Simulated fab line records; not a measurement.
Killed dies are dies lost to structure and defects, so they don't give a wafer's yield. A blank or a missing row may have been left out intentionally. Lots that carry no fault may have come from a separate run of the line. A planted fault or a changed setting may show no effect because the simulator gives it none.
fab line records    flow sky130
record lots=12  wafers=36  last-day=50
route steps=708 shown METAL2@485 CAPM@538 PAD_OPEN@708
lots that met no fault: taken from a fault-free run of the same line
start-h: hours from the record's opening day to when the first of the lot's shown wafers began    wait-h: time in hours since the lot's previous step    " identical to the entry in the row above    L1.1+2: several wafers, shown together as one row    - no value, or no start was given    * or withheld: withheld    < > ~ a bound
route shown NAME@n: a module of which the file shows steps, and the number in the route of the first    usual: the fault-free wafers' mean and standard deviation    same: alike in all rows    chamber/n: place in a boat    sites: per-site readings    _std_site: their standard deviation    _edge_site: inner sites' mean taken away from outer sites' mean    radius-mm: how far each site lies from the wafer's centre    mask NAME#n: copy n    behind: the tool/chamber that last shaped the wafer    hold: the reason the lot was held/the length of the hold in hours/how it ended    device: whichever transistor did not switch (one of n, p or np)    end of line: tests of these same wafers at the route's end    a step without rows: its recipe alone    killed: not the wafer's yield, but the dies lost to structure and defects at the first sort    map: per-die view of a wafer (x killed, . not killed, _ where there is no die)
set.NAME: the setting the step ran with; set.NAME@STEP: the setting that earlier step ran with    model.NAME: the simulator's own value behind a step, which no gauge read
the route's steps for a sample of lots (tables are steps, rows are wafers)
services: a tool's chamber out of use, with start hour (start-h, from the record's first day; less than 0 if before it), hours out, and reason
## steps
# step SKY_METAL2_SPUTTER_02
# recipe material=AlCu  target-thk-nm=250  power-w=10600  time-s=13.3  chamber-pressure-pa=0.4
# usual throttle-valve-pct=29.9/1.2
lot.wafer  tool            chamber  start-h  wait-h  throttle-valve-pct
L113.2     pvd-sputter-04  -        782.75   0.0     31.6
L113.3     "               -        "        "       28.3
L113.5     "               -        "        "       31.2
L115.1     pvd-sputter-01  -        805.15   0.0     28.0
L115.2     "               -        "        "       30.5
L115.3     "               -        "        "       29.9
L116.3     pvd-sputter-03  -        828.11   0.0     30.7
L116.5     "               -        "        "       30.8
L116.6     "               -        "        "       29.9
L123.2     pvd-sputter-01  -        884.71   0.0     27.9
L123.3     "               -        "        "       30.4
L123.5     "               -        "        "       29.6
L126.1     pvd-sputter-03  -        892.69   0.0     30.9
L126.4     "               -        "        "       29.8
L126.6     "               -        "        "       31.4
L125.4     pvd-sputter-04  -        894.13   0.0     28.4
L125.5     "               -        "        "       31.4
L125.6     "               -        "        "       28.8
L128.2     pvd-sputter-04  -        910.52   0.0     31.3
L128.3     "               -        "        "       28.7
L128.4     "               -        "        "       28.2
L130.1     pvd-sputter-01  -        921.69   0.0     28.2
L130.4     "               -        "        "       29.5
L130.6     "               -        "        "       29.7
L132.2     pvd-sputter-04  -        941.04   0.0     31.4
L132.4     "               -        "        "       31.6
L132.5     "               -        "        "       28.4
L133.3     pvd-sputter-03  -        943.28   0.0     29.8
L133.4     "               -        "        "       30.5
L133.5     "               -        "        "       29.9
L134.1     pvd-sputter-04  -        949.76   0.0     31.1
L134.3     "               -        "        "       28.8
L134.4     "               -        "        "       28.1
L136.2     pvd-sputter-04  -        959.98   0.0     31.3
L136.5     "               -        "        "       31.6
L136.6     "               -        "        "       28.2
# step SKY_METAL2_OVL_MEAS_16
# usual METAL2_OVL=3/5.3
lot.wafer  tool        chamber  start-h  wait-h  METAL2_OVL[nm]
L113.2     overlay-02  -        810.10   0.1     -3
L113.3     "           -        "        "       -3
L113.5     "           -        "        "       2
L115.1     overlay-01  -        832.42   0.1     2
L115.2     "           -        "        "       0
L115.3     "           -        "        "       6
L116.3     overlay-01  -        854.41   0.1     -2
L116.5     "           -        "        "       1
L116.6     "           -        "        "       -1
L123.2     overlay-01  -        910.39   0.1     3
L123.3     "           -        "        "       -4
L123.5     "           -        "        "       0
L126.1     overlay-02  -        918.42   0.1     14
L126.4     "           -        "        "       8
L126.6     "           -        "        "       5
L125.4     overlay-02  -        918.85   0.1     -3
L125.5     "           -        "        "       3
L125.6     "           -        "        "       1
L128.2     overlay-01  -        935.95   0.1     9
L128.3     "           -        "        "       7
L128.4     "           -        "        "       8
L130.1     overlay-02  -        946.73   0.1     5
L130.4     "           -        "        "       12
L130.6     "           -        "        "       3
L132.2     overlay-02  -        965.49   0.1     7
L132.4     "           -        "        "       2
L132.5     "           -        "        "       6
L133.3     overlay-01  -        968.08   0.1     5
L133.4     "           -        "        "       6
L133.5     "           -        "        "       1
L134.1     overlay-01  -        974.07   0.1     -2
L134.3     "           -        "        "       0
L134.4     "           -        "        "       5
L136.2     overlay-01  -        984.72   0.1     -3
L136.5     "           -        "        "       -1
L136.6     "           -        "        "       -6
# step SKY_CAPM_THK_MEAS_01
# recipe reads=SiO2_of_CAPM_CVD_00
# usual CAPM_CVD_00_THK=15.51/0.25
lot.wafer  tool           chamber  start-h  wait-h  CAPM_CVD_00_THK[nm]
L113.2     film-metro-04  -        839.82   -       15.60
L113.3     "              -        "        "       15.57
L113.5     "              -        "        "       16.03
L115.1     film-metro-02  -        861.60   -       15.02
L115.2     "              -        "        "       15.05
L115.3     "              -        "        "       14.92
L116.3     film-metro-03  -        882.93   -       15.70
L116.5     "              -        "        "       15.86
L116.6     "              -        "        "       15.78
L123.2     film-metro-04  -        937.97   -       15.60
L123.3     "              -        "        "       15.90
L123.5     "              -        "        "       15.57
L126.1     film-metro-04  -        946.05   -       15.31
L126.4     "              -        "        "       15.64
L126.6     "              -        "        "       15.33
L125.4     film-metro-04  -        946.67   -       15.48
L125.5     "              -        "        "       15.82
L125.6     "              -        "        "       15.87
L128.2     film-metro-04  -        962.72   -       15.64
L128.3     "              -        "        "       15.53
L128.4     "              -        "        "       15.58
L130.1     film-metro-02  -        974.27   -       15.39
L130.4     "              -        "        "       15.47
L130.6     "              -        "        "       15.79
L132.2     film-metro-04  -        992.85   -       15.88
L132.4     "              -        "        "       15.90
L132.5     "              -        "        "       15.93
L133.3     film-metro-02  -        995.32   -       15.08
L133.4     "              -        "        "       15.41
L133.5     "              -        "        "       15.39
L134.1     film-metro-02  -        1001.42  -       15.04
L134.3     "              -        "        "       15.12
L134.4     "              -        "        "       15.35
L136.2     film-metro-02  -        1011.41  -       15.49
L136.5     "              -        "        "       15.57
L136.6     "              -        "        "       15.92
# step SKY_CAPM_STRIP_14
# recipe chemistry=O2/N2  power-w=1400  pressure-mtorr=1500  platen-temp-c=withheld  o2-flow-sccm=3000  n2-flow-sccm=300  overash-fraction=0.5
# usual drypump-motor-current-A=5.6/0.6  n2-flow-sccm=299.8/1  oes-product-au=0.709/0.0043  strip-time-to-endpoint-s=12.64/0.057
# same overash-fraction=0.5
lot.wafer  tool             chamber  start-h  wait-h  drypump-motor-current-A  n2-flow-sccm  oes-product-au  rf-hours-counter-h  strip-time-to-endpoint-s
L113.2     plasma-asher-03  1        866.54   0.1     5.9                      300.7         0.719           43                  12.57
L113.3     "                0        "        "       4.8                      299.9         0.711           -                   12.60
L113.5     "                1        "        "       5.9                      300.6         0.711           -                   12.62
L115.1     plasma-asher-03  1        887.87   0.1     5.8                      299.5         0.714           45                  12.62
L115.2     "                0        "        "       4.8                      299.5         0.711           45                  12.62
L115.3     "                0        "        "       4.8                      298.8         0.697           -                   12.62
L116.3     plasma-asher-04  0        909.22   0.1     4.8                      301.3         0.713           -                   12.59
L116.5     "                0        "        "       4.9                      300.1         0.708           -                   12.56
L116.6     "                1        "        "       6.2                      297.5         0.699           -                   12.57
L123.2     plasma-asher-03  1        961.80   0.1     5.8                      239.7         0.706           52                  12.71
L123.3     "                1        "        "       5.9                      239.7         0.709           -                   12.70
L123.5     "                1        "        "       5.9                      239.9         0.714           -                   12.72
L126.1     plasma-asher-01  0        970.34   0.1     5.1                      298.6         0.707           110                 12.62
L126.4     "                0        "        "       5.1                      300.1         0.714           -                   12.64
L126.6     "                1        "        "       6.3                      300.1         0.714           -                   12.64
L125.4     plasma-asher-03  0        971.02   0.1     4.8                      240.6         0.707           -                   12.67
L125.5     "                1        "        "       5.8                      238.8         0.708           -                   12.62
L125.6     "                0        "        "       4.8                      239.8         0.714           -                   12.59
L128.2     plasma-asher-01  1        986.59   0.1     6.3                      300.3         0.707           112                 12.68
L128.3     "                0        "        "       5.2                      299.9         0.702           -                   12.69
L128.4     "                1        "        "       6.3                      298.5         0.707           -                   12.57
L130.1     plasma-asher-04  1        998.04   0.1     6.2                      298.0         0.707           89                  12.65
L130.4     "                1        "        "       6.2                      298.8         0.711           -                   12.66
L130.6     "                0        "        "       4.9                      300.8         0.708           -                   12.69
L132.2     plasma-asher-01  0        1015.89  0.1     5.2                      300.1         0.701           116                 12.67
L132.4     "                0        "        "       5.2                      300.0         0.707           -                   12.65
L132.5     "                1        "        "       6.3                      299.1         0.714           -                   12.64
L133.3     plasma-asher-01  1        1019.00  0.1     6.3                      299.1         0.715           -                   12.52
L133.4     "                0        "        "       5.2                      301.1         0.713           -                   12.60
L133.5     "                0        "        "       5.2                      299.9         0.706           -                   12.57
L134.1     plasma-asher-01  0        1024.59  0.1     5.1                      300.0         0.711           116                 12.72
L134.3     "                0        "        "       5.1                      300.6         0.719           -                   12.72
L134.4     "                1        "        "       6.3                      299.2         0.709           -                   12.74
L136.2     plasma-asher-04  1        1034.52  0.1     6.2                      300.9         0.711           92                  12.71
L136.5     "                0        "        "       4.9                      299.3         0.705           -                   12.73
L136.6     "                1        "        "       6.3                      299.9         0.711           -                   12.71
# step SKY_PAD_OPEN_PROBE_99
# usual defect-limited-yield=82.3/2  killed_at_M0_to_M3=44/7.5  killed_at_M4_up=2.9/1.8  killed-at-contacts=24/5.1  killed-at-front-end=16/4.7  killed-at-other=0.3/0.46  killed-dies=87/9.9  killed-open=47/8  killed-short=39/6.3  sort_bin_3_pad_short=0.8/0.43  sort_bin_5_function=10.6/1.6  sort_bin_6_memory=6.3/1.1  sort-n-pass=405/9.9  sort-yield-pct=82.3/2
# same gross-dies=492  killed-at-back-side=0  sort_bin_4_leakage[%]=0  sort_bin_8_speed[%]=0
lot.wafer  tool       chamber  start-h  wait-h  defect-limited-yield[%]  killed_at_M0_to_M3  killed_at_M4_up  killed-at-contacts  killed-at-front-end  killed-at-other  killed-dies  killed-open  killed-short  sort_bin_3_pad_short[%]  sort_bin_5_function[%]  sort_bin_6_memory[%]  sort-n-pass  sort-yield-pct[%]
L123.2     prober-02  -        1145.30  0.1     81.3                     39                  0                28                  25                   0                92           63           29            0.6                      9.1                     8.9                   400          81.3
L123.3     prober-02  -        1145.35  0.2     81.7                     39                  2                27                  21                   1                90           47           41            1.2                      10.6                    6.5                   402          81.7
L123.5     prober-02  -        1145.45  0.2     81.5                     46                  3                17                  25                   0                91           53           34            0.4                      12.2                    5.9                   401          81.5
# killed by level:class
L123.2 VIA1:geometric-particle:open=14 CONTACT:geometric-particle:open=12 VIA3:geometric-particle:open=10 LI_CONTACT:geometric-particle:open=7 POLY_GATE:geometric-particle:short=6 SPACER:geometric-particle:open=6 POLY_GATE:geometric-particle:open=5 VIA2:geometric-particle:open=5
L123.3 CONTACT:geometric-particle:open=11 VIA1:geometric-particle:open=9 VIA3:geometric-particle:open=8 METAL1:geometric-particle:short=7 POLY_GATE:geometric-particle:open=6 LI_CONTACT:geometric-particle:open=6 FIELD_ISO:geometric-particle:short=5 LOCAL_INTERCONNECT:geometric-particle:short=4
L123.5 VIA1:geometric-particle:open=15 POLY_GATE:geometric-particle:open=9 VIA2:geometric-particle:open=7 VIA3:geometric-particle:open=7 LI_CONTACT:geometric-particle:open=6 CONTACT:geometric-particle:short=5 VIA1:geometric-particle:short=4 FIELD_ISO:geometric-particle:open=3
## services
tool             chamber  start-h  hours  kind
plasma-asher-01  -        768.38   1.8    repair
pvd-sputter-01   -        789.80   9.3    repair
pvd-sputter-03   -        830.58   4.7    repair
plasma-asher-01  -        833.81   2.8    pm
pvd-sputter-01   -        836.60   7.2    repair
plasma-asher-01  -        862.77   2.9    repair
pvd-sputter-03   -        889.65   2.6    repair
plasma-asher-01  -        891.88   2.3    repair
pvd-sputter-03   -        919.19   7.1    repair
pvd-sputter-03   -        941.96   1.0    repair
pvd-sputter-03   -        945.83   4.2    repair
plasma-asher-04  -        971.54   20.2   pm
pvd-sputter-01   -        972.55   41.2   repair
plasma-asher-04  -        991.74   2.8    pm
pvd-sputter-03   -        999.96   16.8   repair
plasma-asher-04  -        1025.45  9.0    repair
plasma-asher-01  -        1030.18  3.7    repair
plasma-asher-04  -        1032.10  1.4    repair
## key
first-sign step=SKY_CAPM_STRIP_14  reading=n2-flow-sccm  direction=down  sigmas=60  usual=299.8  struck=239.8
effect none on later readings
met-at SKY_CAPM_STRIP_14
struck-lots L123,L125
not-acting-at SKY_METAL2_SPUTTER_02,SKY_METAL2_OVL_MEAS_16,SKY_CAPM_THK_MEAS_01
onset-between 887.87 961.80
fault kind=process-parameter-drift  tool=plasma-asher-03  chamber=-  onset-h=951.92  steps=SKY_CAPM_STRIP_14  channel=n2-flow-sccm  offset=-60  shape=step  end-h=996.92  acts-in=these-recipes-only  stated=300
